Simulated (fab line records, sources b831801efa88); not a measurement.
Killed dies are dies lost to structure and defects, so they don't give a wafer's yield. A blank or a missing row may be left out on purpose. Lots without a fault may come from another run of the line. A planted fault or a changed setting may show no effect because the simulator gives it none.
fab line records | flow sky130
record lots=6 wafers=18 last_day=50
route steps=708 shown SD_N@344 SD_P@359 RES_XHIGH@360 PAD_OPEN@708
lots that met no fault: from a run of the same line without faults
start_h: hours from the record's first day to the start of the lot's first wafer shown | wait_h: hours since the lot's step before | " the same as in the row above | L1.1+2: a row that stands for several wafers | - no value, or no start given | * or withheld: withheld | < > ~ a bound
route shown NAME@n: a module of which the file shows steps, and the number in the route of the first | usual: mean/standard deviation of fault-free wafers | same: alike in all rows | chamber/n: place in a boat | sites: the reading at each site | _std_site: their standard deviation | _edge_site: outer sites' mean less inner sites' | radius_mm: how far each site lies from the wafer's centre | mask NAME#n: copy n | behind: the tool/chamber that last shaped the wafer | hold: why the lot was held/for how many hours/how that ended | device: the transistor (n, p or np) that didn't switch | end of line: the same wafers' tests at the end of the route | a step without rows: its recipe alone | killed: dies lost to structure and defects at the first sort, not the wafer's yield | map: a wafer's dies, x killed, . not, _ none there
set.NAME: the setting as run; set.NAME@STEP: as run at that earlier step | model.NAME: the simulator's own value behind a step, which no gauge read
lots at some steps of the route; a table a step, a row a wafer
services: from which hour (start_h, from the record's first day; less than 0 if before it) a tool's chamber was out of use, for how many hours, and why
## steps
# step SKY_SD_N_COAT_02
# recipe resist=NOVOLAK spin_rpm=3000 resist_thk_nm=1140
# step SKY_SD_N_SOFTBAKE_03
# recipe temp_c=90 time_s=60 resist=NOVOLAK
# step SKY_SD_N_EXPOSE_04
# recipe mask_id=NSDM na=0.6 source_shape=conventional sigma_outer=0.6 polarization=unpolarized target_cd_nm=380 dose_mj=141
# step SKY_SD_N_PEB_05
# recipe temp_c=withheld time_s=* resist=NOVOLAK
# step SKY_SD_N_DEVELOP_06
# recipe resist=NOVOLAK developer=TMAH develop_time_s=60 dev_temp_c=23
# step SKY_SD_N_CD_MEAS_07
# recipe target_cd_nm=380
# usual cd_nm=379.7/2.6
# columns lot.wafer tool chamber start_h wait_h cd_nm
L371.1 cd_sem-02 - 652.26 0.1 377.2
L371.5 " - " " 377.2
L371.6 " - " " 376.4
L376.2 cd_sem-02 - 701.43 0.1 386.9
L376.3 " - " " 385.3
L376.5 " - " " 383.2
L378.3 cd_sem-01 - 723.99 0.1 378.8
L378.5 " - " " 377.2
L378.6 " - " " 381.3
L390.1 cd_sem-02 - 806.70 0.1 383.4
L390.5 " - " " 379.5
L390.6 " - " " 380.0
L391.1 cd_sem-01 - 815.25 0.1 377.8
L391.2 " - " " 377.7
L391.6 " - " " 379.2
L393.1 cd_sem-02 - 830.91 0.1 380.1
L393.5 " - " " 378.8
L393.6 " - " " 379.3
# step SKY_SD_N_OVL_MEAS_08
# usual SD_N_OVL=0.3/1.5
# columns lot.wafer tool chamber start_h wait_h SD_N_OVL[nm]
L371.1 overlay-01 - 652.38 0.1 0.7
L371.5 " - " " -0.1
L371.6 " - " " 0.9
L376.2 overlay-01 - 701.54 0.1 4.7
L376.3 " - " " 0.6
L376.5 " - " " 1.9
L378.3 overlay-01 - 724.08 0.1 4.0
L378.5 " - " " 1.9
L378.6 " - " " 1.0
L390.1 overlay-01 - 806.82 0.1 -2.1
L390.5 " - " " -2.0
L390.6 " - " " -2.0
L391.1 overlay-01 - 815.37 0.1 -0.6
L391.2 " - " " 0.7
L391.6 " - " " -0.3
L393.1 overlay-02 - 831.03 0.1 -1.7
L393.5 " - " " 1.8
L393.6 " - " " -1.9
# step SKY_SD_N_IMPLANT_09
# recipe species=As energy_kev=50 dose_cm2=4e+15 tilt_deg=0
# step SKY_SD_N_IMPLANT_10
# recipe species=P energy_kev=20 dose_cm2=1e+14 tilt_deg=0
# step SKY_SD_N_STRIP_11
# recipe chemistry=O2/N2 power_w=1400 pressure_mtorr=1500 platen_temp_c=withheld o2_flow_sccm=3000 n2_flow_sccm=300 overash_fraction=0.5
# usual drypump_motor_current_A=5.6/0.53 o2_flow_sccm=3000/9.4 oes_product_au=0.528/0.0046 strip_time_to_endpoint_s=22.55/0.051
# columns lot.wafer tool chamber start_h wait_h drypump_motor_current_A o2_flow_sccm oes_product_au rf_hours_counter_h strip_time_to_endpoint_s
L371.1 plasma_asher-04 0 652.71 0.1 5.0 2972 0.532 82 22.46
L371.5 " 0 " " 5.0 2996 0.524 - 22.52
L371.6 " 1 " " 6.3 3002 0.523 - 22.55
L376.2 plasma_asher-04 1 701.87 0.1 6.3 3004 0.529 88 22.60
L376.3 " 0 " " 5.0 3000 0.523 - 22.56
L376.5 " 1 " " 6.3 3007 0.527 - 22.57
L378.3 plasma_asher-01 1 724.44 0.1 6.1 3023 0.531 - 22.61
L378.5 " 0 " " 5.0 3021 0.523 - 22.64
L378.6 " 1 " " 6.1 3001 0.527 - 22.58
L390.1 plasma_asher-01 1 807.16 0.1 6.1 3013 0.527 37 22.61
L390.5 " 1 " " 6.1 2995 0.542 - 22.63
L390.6 " 0 " " 5.0 3007 0.524 - 22.65
L391.1 plasma_asher-02 0 815.71 0.1 5.3 2997 0.516 71 22.59
L391.2 " 1 " " 5.7 3007 0.522 71 22.58
L391.6 " 0 " " 5.3 3007 0.525 - 22.52
L393.1 plasma_asher-01 1 831.36 0.1 6.1 2998 0.530 39 22.54
L393.5 " 1 " " 6.1 2996 0.531 - 22.49
L393.6 " 0 " " 5.0 3013 0.527 - 22.50
# step SKY_SD_N_TW_MEAS_12
# usual SD_N_TW=3987/23
# columns lot.wafer tool chamber start_h wait_h SD_N_TW
L371.1 film_metro-02 - 652.81 0.1 3973
L371.5 " - " " 3978
L371.6 " - " " 3980
L376.2 film_metro-02 - 701.98 0.1 3946
L376.3 " - " " 3980
L376.5 " - " " 3936
L378.3 film_metro-02 - 724.53 0.1 3954
L378.5 " - " " 3931
L378.6 " - " " 3966
L390.1 film_metro-01 - 807.26 0.1 3996
L390.5 " - " " 4002
L390.6 " - " " 4018
L391.1 film_metro-03 - 815.81 0.1 4012
L391.2 " - " " 4003
L391.6 " - " " 4016
L393.1 film_metro-01 - 831.46 0.1 4014
L393.5 " - " " 4004
L393.6 " - " " 4004
# step SKY_SD_N_CLEAN_13
# recipe chemistry=SC1/SC2 mix=1:4:20 temp_c=70 time_s=150 dry=n2_spin
# step SKY_SD_N_RTA_14
# recipe temp_c=1075 time_s=2 idle_temp_c=650 ramp_up_c_per_s=150 ramp_down_c_per_s=90 ambient=N2
# usual chamber_o2_ppm=2.002/0.02 lamp_power_pct=15.73/0.052 wafer_temp_C_max=1078.0/1.1
# columns lot.wafer tool chamber start_h wait_h chamber_o2_ppm lamp_power_pct wafer_temp_C_max
L371.1 rtp_anneal-02 0 652.93 0.0 1.997 15.72 1077.2
L371.5 " 0 " " 1.994 15.82 1076.8
L371.6 " 0 " " 2.009 15.88 1078.2
L376.2 rtp_anneal-01 0 702.09 0.0 2.003 14.91 1078.3
L376.3 " 0 " " 1.998 14.94 1078.7
L376.5 " 0 " " 1.995 14.85 1076.8
L378.3 rtp_anneal-01 0 724.68 0.0 2.016 14.76 1078.6
L378.5 " 0 " " 2.014 14.74 1078.4
L378.6 " 0 " " 2.028 14.81 1077.2
L390.1 rtp_anneal-01 0 807.37 0.0 1.993 15.75 1078.0
L390.5 " 0 " " 1.994 15.80 1078.8
L390.6 " 0 " " 2.020 15.73 1075.7
L391.1 rtp_anneal-02 0 815.92 0.0 2.019 15.70 1077.1
L391.2 " 0 " " 2.009 15.75 1078.0
L391.6 " 0 " " 2.004 15.69 1075.7
L393.1 rtp_anneal-02 0 831.57 0.0 1.991 15.69 1076.4
L393.5 " 0 " " 1.986 15.69 1079.8
L393.6 " 0 " " 1.993 15.74 1077.9
# step SKY_SD_N_RS_MEAS_16
# recipe thk_meas_gauge=four-point-probe
# usual SD_N_RS=68.54/0.13
# columns lot.wafer tool chamber start_h wait_h SD_N_RS[ohm/sq]
L371.1 film_metro-03 - 653.10 0.1 68.59
L371.5 " - " " 68.46
L371.6 " - " " 68.68
L376.2 film_metro-01 - 702.27 0.1 72.51
L376.3 " - " " 72.70
L376.5 " - " " 72.64
L378.3 film_metro-01 - 724.88 0.1 72.38
L378.5 " - " " 72.38
L378.6 " - " " 72.35
L390.1 film_metro-02 - 807.54 0.1 68.59
L390.5 " - " " 68.66
L390.6 " - " " 68.60
L391.1 film_metro-01 - 816.09 0.1 68.41
L391.2 " - " " 68.46
L391.6 " - " " 68.47
L393.1 film_metro-03 - 831.75 0.1 68.78
L393.5 " - " " 68.63
L393.6 " - " " 68.70
# step SKY_SD_N_RS_MEAS_17
# recipe thk_meas_gauge=four-point-probe
# usual SD_P_RS=147.0/0.4
# columns lot.wafer tool chamber start_h wait_h SD_P_RS[ohm/sq]
L371.1 film_metro-03 - 653.22 0.1 146.6
L371.5 " - " " 147.2
L371.6 " - " " 146.8
L376.2 film_metro-01 - 702.39 0.1 171.1
L376.3 " - " " 171.4
L376.5 " - " " 171.5
L378.3 film_metro-01 - 725.00 0.1 170.6
L378.5 " - " " 170.1
L378.6 " - " " 170.2
L390.1 film_metro-02 - 807.66 0.1 147.0
L390.5 " - " " 146.9
L390.6 " - " " 147.6
L391.1 film_metro-01 - 816.21 0.1 146.5
L391.2 " - " " 146.6
L391.6 " - " " 147.0
L393.1 film_metro-03 - 831.87 0.1 147.4
L393.5 " - " " 147.2
L393.6 " - " " 147.5
# step SKY_SD_N_RS_MEAS_18
# recipe thk_meas_gauge=four-point-probe
# usual RES_XHIGH_RS=333.5/1.1
# columns lot.wafer tool chamber start_h wait_h RES_XHIGH_RS[ohm/sq]
L371.1 film_metro-03 - 653.34 0.1 332.3
L371.5 " - " " 332.8
L371.6 " - " " 332.3
L376.2 film_metro-01 - 702.51 0.1 336.6
L376.3 " - " " 336.5
L376.5 " - " " 336.0
L378.3 film_metro-01 - 725.12 0.1 334.7
L378.5 " - " " 334.7
L378.6 " - " " 334.6
L390.1 film_metro-02 - 807.78 0.1 335.9
L390.5 " - " " 332.7
L390.6 " - " " 334.4
L391.1 film_metro-01 - 816.33 0.1 332.0
L391.2 " - " " 332.7
L391.6 " - " " 332.7
L393.1 film_metro-03 - 831.99 0.1 332.7
L393.5 " - " " 332.8
L393.6 " - " " 334.3
# step SKY_PAD_OPEN_PROBE_99
# usual killed_at_M0_to_M3=43/7.1 killed_at_M4_up=3.2/1.9 killed_at_contacts=23/5.1 killed_at_front_end=15/4.5 killed_at_other=0.4/0.65 killed_dies=85/9.4 killed_open=47/6.8 killed_short=38/6.1
# same gross_dies=492 killed_at_back_side=0
# columns lot.wafer tool chamber start_h wait_h killed_at_M0_to_M3 killed_at_M4_up killed_at_contacts killed_at_front_end killed_at_other killed_dies killed_open killed_short model.etest.res_xhigh_po.line_ohm_um model.etest.res_xhigh_po.rs_ohm_sq model.etest.pfet_01v8.r_on_ohm_um model.etest.tip_p.rs_ohm_sq model.etest.res_pdiff.line_ohm_um model.etest.res_high_po.line_ohm_um model.etest.licon_high_po.rc_ohm model.etest.pfet_g5v0d10v5.r_on_ohm_um
L371.1 prober-02 - 1082.61 0.1 43 6 23 11 1 84 42 42 5510 1933 3056 6974 1354 725 342.1 4776
L371.5 prober-02 - 1082.81 0.2 42 6 28 11 0 87 57 30 5463 1932 3026 6954 1352 727.9 336.8 4679
L371.6 prober-02 - 1082.86 0.2 48 2 19 23 0 92 48 44 5603 1928 2940 7045 1362 741 340.4 4641
L376.2 prober-01 - 1118.39 0.1 39 2 28 9 1 79 41 36 7324 2575 3153 7170 1589 925.5 495 4792
L376.3 prober-01 - 1118.44 0.2 29 2 17 20 0 68 40 27 7526 2644 3241 7182 1596 937.6 518.2 4887
L376.5 prober-01 - 1118.54 0.2 30 2 14 24 0 70 40 30 7156 2500 3246 7146 1611 900.5 510.4 4894
L378.3 prober-01 - 1138.08 0.2 40 3 24 12 0 79 34 45 7465 2653 3225 7144 1582 916.4 502.1 4879
L378.5 prober-01 - 1138.18 0.2 36 5 17 14 0 72 36 36 7556 2684 3281 7150 1604 924.3 505.1 4908
L378.6 prober-01 - 1138.23 0.2 53 5 24 14 0 96 60 36 7566 2628 3244 7121 1563 897.6 513 4910
L390.1 prober-01 - 1189.73 0.1 39 6 13 21 1 80 38 42 5776 2000 2828 6760 1377 744 337.1 4768
L390.5 prober-01 - 1189.93 0.2 44 1 26 10 1 82 41 41 5895 2038 2788 6764 1377 761.9 348.6 4802
L390.6 prober-01 - 1189.98 0.2 32 2 33 20 1 88 48 39 6016 2118 2890 6718 1370 786.5 373.3 4840
L391.1 prober-02 - 1193.46 0.1 40 5 19 10 0 74 37 37 5802 1998 2847 6765 1376 739.6 337.1 4819
L391.2 prober-02 - 1193.51 0.1 36 2 15 10 1 64 38 26 5391 1893 2862 6762 1379 715.1 336.1 4763
L391.6 prober-02 - 1193.71 0.2 35 2 23 13 0 73 40 33 5347 1896 2847 6747 1404 706.8 343.2 4812
L393.1 prober-02 - 1203.68 0.1 52 6 33 9 0 100 59 41 5726 2008 2923 6929 1370 740.1 361 4651
L393.5 prober-02 - 1203.88 0.2 34 4 17 5 0 60 43 17 5719 1985 2881 6938 1342 752 347.4 4687
L393.6 prober-02 - 1203.93 0.2 47 3 23 17 0 90 41 49 5713 2021 2891 6952 1371 754.2 344.8 4660
# killed by level:class
L371.1 VIA1:geometric_particle:open=12 VIA3:geometric_particle:open=8 CONTACT:geometric_particle:open=7 METAL4:geometric_particle:short=6 VIA3:geometric_particle:short=6 LOCAL_INTERCONNECT:geometric_particle:short=5 LI_CONTACT:geometric_particle:open=4 POLY_GATE:geometric_particle:short=4
L371.5 VIA1:geometric_particle:open=12 VIA3:geometric_particle:open=11 LI_CONTACT:geometric_particle:open=9 CONTACT:geometric_particle:open=8 CONTACT:geometric_particle:short=6 FIELD_ISO:geometric_particle:open=5 VIA1:geometric_particle:short=4 VIA2:geometric_particle:open=4
L371.6 VIA1:geometric_particle:open=12 FIELD_ISO:geometric_particle:open=8 METAL1:geometric_particle:short=7 VIA2:geometric_particle:open=7 POLY_GATE:geometric_particle:short=6 VIA1:geometric_particle:short=6 CONTACT:geometric_particle:open=6 LI_CONTACT:geometric_particle:open=5
L376.2 VIA1:geometric_particle:open=8 LI_CONTACT:geometric_particle:open=7 CONTACT:geometric_particle:open=7 LOCAL_INTERCONNECT:geometric_particle:short=6 CONTACT:geometric_particle:short=5 VIA2:geometric_particle:open=5 VIA3:geometric_particle:open=5 METAL1:geometric_particle:short=4
L376.3 FIELD_ISO:geometric_particle:open=7 LI_CONTACT:geometric_particle:open=7 CONTACT:geometric_particle:open=7 VIA1:geometric_particle:open=7 FIELD_ISO:geometric_particle:short=4 POLY_GATE:geometric_particle:short=4 VIA2:geometric_particle:open=4 POLY_GATE:geometric_particle:open=3
L376.5 FIELD_ISO:geometric_particle:open=10 VIA3:geometric_particle:open=8 VIA1:geometric_particle:open=7 FIELD_ISO:geometric_particle:short=5 POLY_GATE:geometric_particle:short=5 CONTACT:geometric_particle:open=5 CONTACT:geometric_particle:short=5 VIA2:geometric_particle:open=5
L378.3 METAL1:geometric_particle:short=8 VIA1:geometric_particle:open=8 LI_CONTACT:geometric_particle:open=6 LOCAL_INTERCONNECT:geometric_particle:short=6 VIA2:geometric_particle:open=5 VIA3:geometric_particle:short=4 CONTACT:geometric_particle:short=4 CONTACT:geometric_particle:open=4
L378.5 VIA1:geometric_particle:open=7 VIA2:geometric_particle:open=7 CONTACT:geometric_particle:open=6 FIELD_ISO:geometric_particle:open=5 LOCAL_INTERCONNECT:geometric_particle:short=5 VIA1:geometric_particle:short=5 CONTACT:geometric_particle:short=4 METAL2:geometric_particle:short=4
L378.6 VIA1:geometric_particle:open=15 VIA3:geometric_particle:open=9 LI_CONTACT:geometric_particle:open=8 LOCAL_INTERCONNECT:geometric_particle:short=7 VIA2:geometric_particle:open=6 METAL1:geometric_particle:short=6 VIA1:geometric_particle:short=5 SPACER:geometric_particle:open=5
L390.1 METAL2:geometric_particle:short=7 VIA1:geometric_particle:open=6 VIA2:geometric_particle:open=6 POLY_GATE:geometric_particle:short=5 METAL4:geometric_particle:short=5 FIELD_ISO:geometric_particle:short=4 LI_CONTACT:geometric_particle:short=4 VIA3:geometric_particle:open=4
L390.5 VIA2:geometric_particle:open=12 LI_CONTACT:geometric_particle:open=11 VIA1:geometric_particle:open=9 CONTACT:geometric_particle:short=6 METAL2:geometric_particle:short=6 VIA3:geometric_particle:short=5 POLY_GATE:geometric_particle:short=4 LOCAL_INTERCONNECT:geometric_particle:short=4
L390.6 CONTACT:geometric_particle:open=13 LI_CONTACT:geometric_particle:open=7 CONTACT:geometric_particle:short=7 FIELD_ISO:geometric_particle:short=6 VIA3:geometric_particle:open=6 FIELD_ISO:geometric_particle:open=5 VIA1:geometric_particle:open=5 LOCAL_INTERCONNECT:geometric_particle:short=4
L391.1 VIA1:geometric_particle:open=12 CONTACT:geometric_particle:short=7 CONTACT:geometric_particle:open=6 VIA3:geometric_particle:open=6 METAL1:geometric_particle:short=5 VIA1:geometric_particle:short=5 METAL2:geometric_particle:short=4 METAL4:geometric_particle:short=4
L391.2 VIA1:geometric_particle:open=7 VIA2:geometric_particle:open=5 CONTACT:geometric_particle:open=5 POLY_GATE:geometric_particle:open=4 LI_CONTACT:geometric_particle:open=4 VIA3:geometric_particle:open=4 VIA1:geometric_particle:short=4 VIA3:geometric_particle:short=4
L391.6 CONTACT:geometric_particle:open=12 VIA1:geometric_particle:open=6 VIA2:geometric_particle:open=6 FIELD_ISO:geometric_particle:short=5 CONTACT:geometric_particle:short=4 METAL2:geometric_particle:short=4 VIA3:geometric_particle:open=4 LI_CONTACT:geometric_particle:short=3
L393.1 CONTACT:geometric_particle:open=12 VIA2:geometric_particle:open=11 VIA1:geometric_particle:open=11 LOCAL_INTERCONNECT:geometric_particle:short=8 METAL1:geometric_particle:short=7 LI_CONTACT:geometric_particle:open=6 CONTACT:geometric_particle:short=5 VIA3:geometric_particle:open=5
L393.5 VIA3:geometric_particle:open=10 VIA1:geometric_particle:open=9 CONTACT:geometric_particle:open=7 VIA2:geometric_particle:open=6 LI_CONTACT:geometric_particle:open=3 VIA1:geometric_particle:short=3 METAL4:geometric_particle:open=2 FIELD_ISO:geometric_particle:open=2
L393.6 VIA1:geometric_particle:open=9 VIA1:geometric_particle:short=8 FIELD_ISO:geometric_particle:open=7 FIELD_ISO:geometric_particle:short=7 LI_CONTACT:geometric_particle:short=5 LI_CONTACT:geometric_particle:open=5 CONTACT:geometric_particle:short=5 VIA3:geometric_particle:open=5
## services
# columns tool chamber start_h hours kind
plasma_asher-01 - 633.67 4.3 pm
## key
first_sign step=SKY_SD_N_RTA_14 reading=lamp_power_pct direction=down sigmas=17 usual=15.73 struck=14.83
effect step=SKY_SD_N_RS_MEAS_16 reading=SD_N_RS direction=up sigmas=31 usual=68.54 struck=72.50
effect step=SKY_SD_N_RS_MEAS_17 reading=SD_P_RS direction=up sigmas=60 usual=147.0 struck=170.8
effect step=SKY_SD_N_RS_MEAS_18 reading=RES_XHIGH_RS direction=up sigmas=1.9 usual=333.5 struck=335.5
model_effect step=SKY_PAD_OPEN_PROBE_99 value=etest.res_xhigh_po.line_ohm_um without=5710 struck=7432
met_at SKY_SD_N_RTA_14
struck_wafers L376.2,L376.3,L376.5,L378.3,L378.5,L378.6
tester_left_out L376,L378
fault kind=process_parameter_drift tool=rtp_anneal-01 chamber=- onset_h=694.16 steps=SKY_SD_N_RTA_14 channel=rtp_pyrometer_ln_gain offset=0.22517 shape=step end_h=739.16
# tester_left_out: of these lots the tester's yield and bins aren't shown, on N5 and GAA mostly nor the transistor test; their killed dies are dies lost to structure and defects alone, not to doping, threshold or leakage, so they don't give the yield
